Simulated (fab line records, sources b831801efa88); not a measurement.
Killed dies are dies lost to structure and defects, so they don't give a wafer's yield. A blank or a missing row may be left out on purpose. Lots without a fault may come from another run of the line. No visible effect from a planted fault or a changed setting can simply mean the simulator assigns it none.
What tool caused it?	flow sky130	13 lots with 37 wafers sampled at 5 steps, on a route of 708 steps

== WHAT THE GAUGES SHOWED, per wafer ==
SKY_POLY_CUT_OVL_MEAS_09. Usual: POLY_CUT_OVL -1 nm, standard deviation 5.3.
lot	measured	on	POLY_CUT_OVL (nm)	flag
L652	day 23 11:45	overlay-02	12 8 9	
L653	day 24 00:09	overlay-02	-6 -11 -5	
L654	day 24 05:58	overlay-01	0 -4 -3	
L657	day 25 11:51	overlay-02	-2 5 1	
L660	day 26 22:43	overlay-01	-3 -2 0	
L661	day 27 04:40	overlay-01	1 -6 0	
L663	day 27 22:31	overlay-02	2 6 7	
L664	day 28 02:56	overlay-02	5 8 2	
L667	day 30 10:22	overlay-02	-4 -5 -7	
L666	day 30 11:43	overlay-01	8 7	
L670	day 31 11:16	overlay-01	-1 -2	
L673	day 32 08:19	overlay-02	-11 -5 1	
L675	day 32 14:22	overlay-02	-2 -3 -1	

SKY_SD_P_TW_MEAS_11. Usual: SD_P_TW 2807, standard deviation 13.
lot	measured	on	SD_P_TW	flag
L652	day 24 17:14	filmMetro-03	2797 2800 2804	
L653	day 25 06:34	filmMetro-02	2822 2799 2807	
L654	day 25 11:40	filmMetro-02	2804 2797 2811	
L657	day 26 17:43	filmMetro-03	2807 2810 2811	
L660	day 28 03:06	filmMetro-01	2825 2833 2826	
L661	day 28 09:11	filmMetro-03	2811 2793 2795	
L663	day 29 03:08	filmMetro-03	2793 2800 2785	
L664	day 29 07:22	filmMetro-03	2797 2805 2799	
L667	day 31 14:28	filmMetro-01	2798 2808 2822	
L666	day 31 15:53	filmMetro-01	2815 2827	
L670	day 32 14:11	filmMetro-01	2801 2820	
L673	day 33 10:53	filmMetro-02	2795 2794 2785	
L675	day 33 17:39	filmMetro-02	2797 2800 2788	

SKY_SD_N_CD_MEAS_07: target cd 380 nm. Usual: cdNm at 380.0 nm, with a standard deviation of 2.3.
lot	measured	on	cdNm (nm)	flag
L652	day 27 02:23	cdSem-02	381.3 382.2 380.1	
L653	day 27 16:09	cdSem-01	384.5 383.9 384.0	
L654	day 27 21:19	cdSem-01	384.4 383.5 383.1	
L657	day 29 02:17	cdSem-02	383.4 382.8 382.4	
L660	day 30 10:46	cdSem-01	376.7 377.4 376.1	
L661	day 30 16:13	cdSem-01	383.5 383.4 381.4	
L663	day 31 10:02	cdSem-01	380.6 377.9 379.5	
L664	day 31 13:50	cdSem-01	381.7 382.8 381.4	
L667	day 33 20:27	cdSem-01	352.2 380.7 350.6	OFF
L666	day 33 21:44	cdSem-02	382.0 354.0	OFF
L670	day 34 20:03	cdSem-01	353.2 376.8	OFF
L673	day 35 13:38	cdSem-02	380.9 379.4 378.4	
L675	day 35 21:34	cdSem-02	382.1 381.8 379.9	

== WHAT TOOL EACH LOT RAN ON (gives the tool, then ch and the chambers of the sampled wafers, and finally the start) ==
lot	SKY_POLY_CUT_ETCH_11	SKY_SD_N_DEVELOP_06
L652	rieDiel-04 ch 0,1,2, day 23 11:49	lithoTrack-03 ch 0, day 27 02:04
L653	rieDiel-01 ch 0,2,3, day 24 00:13	lithoTrack-03 ch 0, day 27 16:01
L654	rieDiel-01 ch 1,3, day 24 06:02	lithoTrack-02 ch 0, day 27 21:10
L657	rieDiel-03 ch 0,1, day 25 11:55	lithoTrack-03 ch 0, day 29 02:04
L660	rieDiel-01 ch 0,1, day 26 22:47	lithoTrack-04 ch 0, day 30 10:29
L661	rieDiel-03 ch 0,1,3, day 27 04:44	lithoTrack-04 ch 0, day 30 16:01
L663	rieDiel-01 ch 0,1,3, day 27 22:35	lithoTrack-04 ch 0, day 31 09:53
L664	rieDiel-03 ch 0,1,2, day 28 03:01	lithoTrack-03 ch 0, day 31 13:41
L667	rieDiel-01 ch 0,1,2, day 30 10:26	lithoTrack-04 ch 0, day 33 20:19
L666	rieDiel-03 ch 0,1, day 30 11:46	lithoTrack-04 ch 0, day 33 21:37
L670	rieDiel-04 ch 0,2, day 31 11:20	lithoTrack-04 ch 0, day 34 19:55
L673	rieDiel-03 ch 0,1,3, day 32 08:23	lithoTrack-03 ch 0, day 35 13:29
L675	rieDiel-01 ch 1,2,3, day 32 14:26	lithoTrack-02 ch 0, day 35 21:25
- SKY_POLY_CUT_ETCH_11: etches Si3N4 in CF4/CH2F2/Ar, stops on poly-Si, time 42.5 s, target depth 60 nm.
- SKY_SD_N_DEVELOP_06: develop time 60 s.

== WHAT THE TOOLS THEMSELVES READ (means of the sampled wafers that have a number; where no wafer has one, the mark that the record gives instead) ==
SKY_POLY_CUT_ETCH_11. Usual: drypumpMotorCurrentA 5.6 A, standard deviation 0.5; oesProductAu 0.830 a.u., standard deviation 0.006; throttleValvePct 14.994 %, standard deviation 0.0082.
lot	tool	drypumpMotorCurrentA (A)	oesProductAu (a.u.)	throttleValvePct (%)	flag
L652	rieDiel-04	5.7	0.831	14.997	
L653	rieDiel-01	5.4	0.825	14.998	
L654	rieDiel-01	5.5	0.827	14.998	
L657	rieDiel-03	6.4	0.823	14.984	
L660	rieDiel-01	5.4	0.828	14.997	
L661	rieDiel-03	6.0	0.828	14.992	
L663	rieDiel-01	5.5	0.834	14.986	
L664	rieDiel-03	6.0	0.839	14.999	
L667	rieDiel-01	5.2	0.825	14.989	
L666	rieDiel-03	6.4	0.826	14.986	
L670	rieDiel-04	5.7	0.831	15.001	
L673	rieDiel-03	6.0	0.827	14.986	
L675	rieDiel-01	5.2	0.834	14.991	

SKY_SD_N_DEVELOP_06. Usual: resistLineTempC at 23.03 C, with a standard deviation of 0.092.
lot	tool	resistLineTempC (C)	flag
L652	lithoTrack-03	22.98	
L653	lithoTrack-03	23.06	
L654	lithoTrack-02	23.04	
L657	lithoTrack-03	22.97	
L660	lithoTrack-04	23.08	
L661	lithoTrack-04	22.94	
L663	lithoTrack-04	23.03	
L664	lithoTrack-03	23.01	
L667	lithoTrack-04	23.13	
L666	lithoTrack-04	23.10	
L670	lithoTrack-04	23.05	
L673	lithoTrack-03	23.01	
L675	lithoTrack-02	23.05	

== THE ANSWER, worked out from the rows above alone ==
Rule: a lot is off if the mean of its wafers that have a number lies more than 3 standard deviations from the usual mean. A lot without any number at a reading at which 4 lots or more have one is off too. All remaining lots with rows at the step are treated as sound. The gauges are gone through in route order, then the tools' own readings, and for those a lot's mean is taken as printed above. At the first step where some lot is off, the reading lying furthest off is the one used; lots without a number count as furthest.
Off, at SKY_SD_N_CD_MEAS_07 on cdNm: L667, L666, L670.
A tool fits if, at a process step before that reading, it ran every lot that is off, and no sound lot after the first of them. Those tools and the gauges at SKY_SD_N_CD_MEAS_07 are tried in the same way. One fits: lithoTrack-04 at SKY_SD_N_DEVELOP_06. Its last sound lot is L663 (day 31 09:53), its first lot that is off L667 (day 33 20:19): a fault that began between those two fits.

== WHAT THE SIMULATOR HAD PUT IN ==
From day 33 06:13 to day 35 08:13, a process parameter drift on lithoTrack-04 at SKY_SD_N_DEVELOP_06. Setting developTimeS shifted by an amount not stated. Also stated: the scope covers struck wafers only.
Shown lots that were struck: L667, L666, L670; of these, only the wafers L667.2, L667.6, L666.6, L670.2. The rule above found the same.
